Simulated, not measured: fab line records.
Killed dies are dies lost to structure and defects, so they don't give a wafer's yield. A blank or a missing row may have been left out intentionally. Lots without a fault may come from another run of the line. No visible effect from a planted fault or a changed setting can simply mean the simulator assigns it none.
A single fault, viewed from 2 desks    flow gf180mcu    each desk has only its own numbers; what lay behind them comes last

== AT THE TOOL OWNER'S DESK: implanter-01 ==
For each lot that ran on this tool, the mean over its sampled wafers that have a number, from the tool's own readings at GF_HV_LDD_IMPLANT_35. The brackets show how far a lot's mean lies from the usual mean; more than 4 standard deviations puts the lot out of limits, marked OUT.
Columns: A = beam-energy-keV at GF_HV_LDD_IMPLANT_35, usual 60.001; B = beam-on-s at GF_HV_LDD_IMPLANT_35, usual 9.99 s
lot   first seen here  A       B
L721  day 12 12:52     60.000  9.96
L723  day 13 02:49     59.998  9.95
L724  day 13 16:48     60.000  10.07
L725  day 14 01:02     60.011  10.18
L733  day 16 20:02     60.016  10.07
This desk found nothing out of limits on any of the 5 lots.

== AT THE METROLOGY DESK ==
What the gauges read, lot by lot, whatever tool the lot ran on: means of the sampled wafers that have a number. The brackets show how far a lot's mean lies from the usual mean; more than 4 standard deviations puts the lot out of limits, marked OUT.
Columns: A = HV_LDD_3_TW at GF_HV_LDD_TW_MEAS_38, usual 1430; B = HV_LDD_RS at GF_HV_LDD_RS_MEAS_53, usual 417.8 ohm/sq; C = CONTACT_W_RS at GF_CONTACT_RS_MEAS_25, usual 0.383 ohm/sq
lot   first seen here  A                B                C
L720  day 12 09:01     1426             417.8            0.377
L721  day 12 13:16     1428             417.6            0.373
L723  day 13 03:12     1435             417.7            0.383
L724  day 13 17:10     1439             417.8            0.382
L725  day 14 01:26     1437             417.9            0.386
L726  day 14 14:46     1419             418.1            0.384
L727  day 14 19:55     1441             418.6            0.383
L728  day 15 02:28     1288 (-11) OUT   438.5 (+22) OUT  -
L729  day 15 18:18     1316 (-8.7) OUT  438.1 (+22) OUT  -
L733  day 16 20:25     1411             418.3            0.379
L738  day 18 11:15     1432             416.5            0.384
L739  day 18 18:06     1414             418.0            0.383
L740  day 19 06:38     1440             419.1            0.386
L741  day 19 11:15     1419             417.3            0.381
Per this desk, out of limits: L728, L729; the first was L728, day 15 02:28 (HV_LDD_3_TW at GF_HV_LDD_TW_MEAS_38). L720, L721, L723, L724, L725, L726, L727, L733, L738, L739, L740, L741: within limits.

== ALL TOGETHER ==
The metrology desk could have raised an alarm at day 15 02:28, on L728, L729.
Nothing out of limits was seen by the tool owner's desk.
The tool owner's desk has no number on record for L728, L729.
On implanter-01, each named lot ran GF_HV_LDD_IMPLANT_35.

== WHAT THE SIMULATOR HAD PUT IN ==
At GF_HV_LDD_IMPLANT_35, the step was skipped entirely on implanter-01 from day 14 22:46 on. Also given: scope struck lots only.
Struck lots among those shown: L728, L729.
Per desk, hours elapsed from the start of the fault to the first reading out of limits: for the metrology desk, 4.
